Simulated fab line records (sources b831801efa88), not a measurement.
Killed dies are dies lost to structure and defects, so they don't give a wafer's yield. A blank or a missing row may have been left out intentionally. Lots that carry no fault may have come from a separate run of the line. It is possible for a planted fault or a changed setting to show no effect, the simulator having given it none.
Split-lot trial    flow sky130    23 wafers read across 5 lots, on a route 708 steps long

## ON THE SPLIT
At SKY_VIA4_HDPCVD_00 (deposits SiO2, target thk 1750 nm, time 291.7 s), the setting time s was moved away from the recipe's 291.7 s on 7 of the 23 wafers read, by -14.5% to +14.6%. For the rest of the wafers, this setting stayed at what the recipe calls for.

No step appears in the file between the split and the reading.

## THE READING
VIA4_HDPCVD_THK at SKY_VIA4_THK_MEAS_01, in nm. Fault-free wafers of this fab line usually give 1741 nm, standard deviation 22 nm.

wafer   tool, chamber at the split  time s as run, s  against the recipe  VIA4_HDPCVD_THK, nm  against lot-mates on the recipe
L075.1  hdpcvd-01, 1                291.7             recipe              1725                 -
L075.2  hdpcvd-01, 2                291.7             recipe              1764                 -
L075.4  hdpcvd-01, 2                291.7             recipe              1759                 -
L075.5  hdpcvd-01, 1                291.7             recipe              1718                 -
L075.6  hdpcvd-01, 0                291.7             recipe              1752                 -
L076.2  hdpcvd-01, 1                291.7             recipe              1730                 -
L076.5  hdpcvd-01, 2                291.7             recipe              1765                 -
L076.6  hdpcvd-01, 0                291.7             recipe              1771                 -
L081.1  hdpcvd-02, 2                261.3             -10.4%              1557                 -171
L081.2  hdpcvd-02, 0                261.3             -10.4%              1566                 -162
L081.3  hdpcvd-02, 1                291.7             recipe              1704                 -
L081.4  hdpcvd-02, 0                291.7             recipe              1752                 -
L081.5  hdpcvd-02, 2                261.3             -10.4%              1542                 -186
L083.1  hdpcvd-01, 0                291.7             recipe              1801                 -
L083.2  hdpcvd-01, 2                334.4             +14.6%              2036                 +257
L083.3  hdpcvd-01, 1                291.7             recipe              1745                 -
L083.4  hdpcvd-01, 0                291.7             recipe              1790                 -
L083.6  hdpcvd-01, 2                334.4             +14.6%              2039                 +260
L085.1  hdpcvd-02, 1                291.7             recipe              1702                 -
L085.3  hdpcvd-02, 0                249.5             -14.5%              1470                 -244
L085.4  hdpcvd-02, 1                291.7             recipe              1701                 -
L085.5  hdpcvd-02, 0                291.7             recipe              1738                 -
L085.6  hdpcvd-02, 2                249.5             -14.5%              1460                 -254

THE FIT
A straight line over all 23 wafers: VIA4_HDPCVD_THK changes by +19.3 nm for each +1% of time s; r = +0.98; the points scatter about the line by 26 nm.
The same after taking each lot's own level away (the mean of its wafers on the recipe; 23 wafers): +17.2 nm for each +1%; r = +0.99; scatter 18 nm.
Per that fit: largest time s move, reading shift of 2.5e+02 nm.
From 1713.7 to 1778.7 nm: that is the span of the lots' own levels, equal to 3.0 times the standard deviation above.
So the lot-to-lot level changes the slope: the two fits differ.
Check: +253 nm against its lot-mates is what the line predicts for one of the wafers moved furthest among these (+14.6%) when that wafer is left out of the fit. Against them it came out at +257 nm.

## OTHER SPLITS APPLIED TO THESE WAFERS
These wafers also went through other splits before the reading. Each is held against what the fit with the lots' levels taken away leaves over:
other split on the same wafers  wafers away from the commonest value  r with VIA4_HDPCVD_THK (lot level and that fit taken away)
SKY_METAL4_SPUTTER_04 time s    11                                    +0.01
SKY_CAP2M_METAL_ETCH_13 time s  4                                     -0.26
SKY_METAL4_ETCH_17 time s       5                                     -0.11

## THE WHOLE CHAIN: every reading that the file lists as answering this split, in the file's order
step                  what it does                                     reading                                                                         change (the file's fit)               r (the file's)
SKY_VIA4_HDPCVD_00    deposits SiO2, target thk 1750 nm, time 291.7 s  SiO2_of_VIA4_HDPCVD_00.thk nm (the simulator's own value, which no gauge read)  +16.6 nm for each +1% of the setting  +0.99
SKY_VIA4_THK_MEAS_01                                                   VIA4_HDPCVD_THK                                                                 +17.3 for each +1% of the setting     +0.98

## THE FILE'S OWN FIT
VIA4_HDPCVD_THK changes by +17.3 nm for each +1% of time s, r = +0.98.
